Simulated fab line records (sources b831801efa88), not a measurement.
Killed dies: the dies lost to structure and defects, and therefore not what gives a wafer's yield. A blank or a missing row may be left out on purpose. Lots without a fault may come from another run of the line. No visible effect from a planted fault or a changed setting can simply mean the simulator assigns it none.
Which tool was responsible? + flow sky130 + 7 lots, 21 wafers sampled, at 1 step of a route of 708

== WHAT THE GAUGES SHOWED, per wafer ==
SKY_NWELL_OVL_MEAS_10.
| lot  | measured     | on         | NWELL_00_OVL (nm) |
|------|--------------|------------|-------------------|
| L153 | day 5 03:44  | overlay-02 | 0.3 -0.2 0.9      |
| L155 | day 5 12:52  | overlay-01 | -0.9 -1.3 -1.1    |
| L157 | day 6 00:11  | overlay-01 | -3.6 -2.4 -1.2    |
| L161 | day 7 02:33  | overlay-02 | 0.2 -0.1 0.9      |
| L163 | day 7 12:59  | overlay-02 | -1.0 -1.2 0.1     |
| L170 | day 9 06:32  | overlay-01 | -1.6 -1.7 -1.6    |
| L173 | day 10 06:15 | overlay-01 | 1.2 0.9 1.1       |

== EACH LOT AND THE TOOL THAT RAN IT (in order: tool; ch and the chambers of the sampled wafers; start) ==
The record shows no process step preceding these readings.

== THE ANSWER, worked out from the rows above alone ==
Rule: usual is defined by the lots themselves. The widest of any qualifying gaps counts: lots, ordered by their means at a reading, are off when they make up no more than a third of the lots, leave a main group of 4 or more, and stand apart from it by 3 or more times the standard deviation of that group's means. The tables above print the reading to a certain number of digits; a main group whose means all agree to those digits is not used. Also off: a lot with no number at a reading for which 4 or more lots have one. All remaining lots with rows at the step are treated as sound.
No lot is off on any of the readings shown, so nothing can be concluded from this.

== WHAT WAS PUT IN BY THE SIMULATOR ==
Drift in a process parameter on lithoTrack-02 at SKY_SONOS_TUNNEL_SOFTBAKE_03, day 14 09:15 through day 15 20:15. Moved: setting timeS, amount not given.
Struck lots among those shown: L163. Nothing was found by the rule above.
